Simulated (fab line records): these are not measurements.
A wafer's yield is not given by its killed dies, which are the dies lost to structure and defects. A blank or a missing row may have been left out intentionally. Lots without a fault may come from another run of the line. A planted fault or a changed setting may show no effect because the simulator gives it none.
Matching of chambers + flow sky130 + SKY_VIA1_CMP_24 on cmp-02 has 4 sister chambers
The step polishes, stops on SiO2, t overpolish 15 s, target thk 0 nm. 4 wafers are shown with their chamber, then 9 later ones without.

WAFERS PAIRED WITH THEIR CHAMBERS
| wafer  | chamber | motor_current_A (A) |
|--------|---------|---------------------|
| L075.1 | 3       | 10.8                |
| L084.6 | 1       | 11.6                |
| L085.2 | 2       | 11.8                |
| L085.6 | 0       | 10.3                |

WAFERS MISSING THEIR CHAMBER
| wafer  | motor_current_A (A) |
|--------|---------------------|
| L090.2 | 11.4                |
| L090.4 | 10.5                |
| L090.5 | 11.4                |
| L091.2 | 11.7                |
| L091.3 | 12.8                |
| L091.5 | 12.1                |
| L096.1 | 12.3                |
| L096.2 | 11.0                |
| L096.3 | 11.2                |

WHICH CHAMBER EACH WENT THROUGH
| wafer  | from the rows above               | in truth |
|--------|-----------------------------------|----------|
| L090.2 | can't be placed: 1 or 2 or 3      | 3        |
| L090.4 | can't be placed: 0 or 3           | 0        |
| L090.5 | can't be placed: 1 or 2 or 3      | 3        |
| L091.2 | can't be placed: 1 or 2 or 3      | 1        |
| L091.3 | can't be placed: 2 or 1           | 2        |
| L091.5 | can't be placed: 2 or 1           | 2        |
| L096.1 | can't be placed: 2 or 1           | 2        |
| L096.2 | can't be placed: 3 or 1 or 0 or 2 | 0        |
| L096.3 | can't be placed: 3 or 1 or 2 or 0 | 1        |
0 of 9 placed correctly. These rows do not allow placing 9 (true chamber among the candidates in 9). Number placed wrongly: 0.
How it was worked out, from the rows above alone: a wafer's distance from a chamber is the root of the sum, over the readings, of the square of ((its reading less the chamber's mean) divided by the reading's scatter). The wafer belongs to the nearest chamber; if the next one is less than 2 further off, it can't be placed. Each chamber's mean is taken over the wafers shown for it. The scatter: with one shown wafer a chamber, the root of the mean of the squares of how far each hidden wafer lies from its nearest shown one.
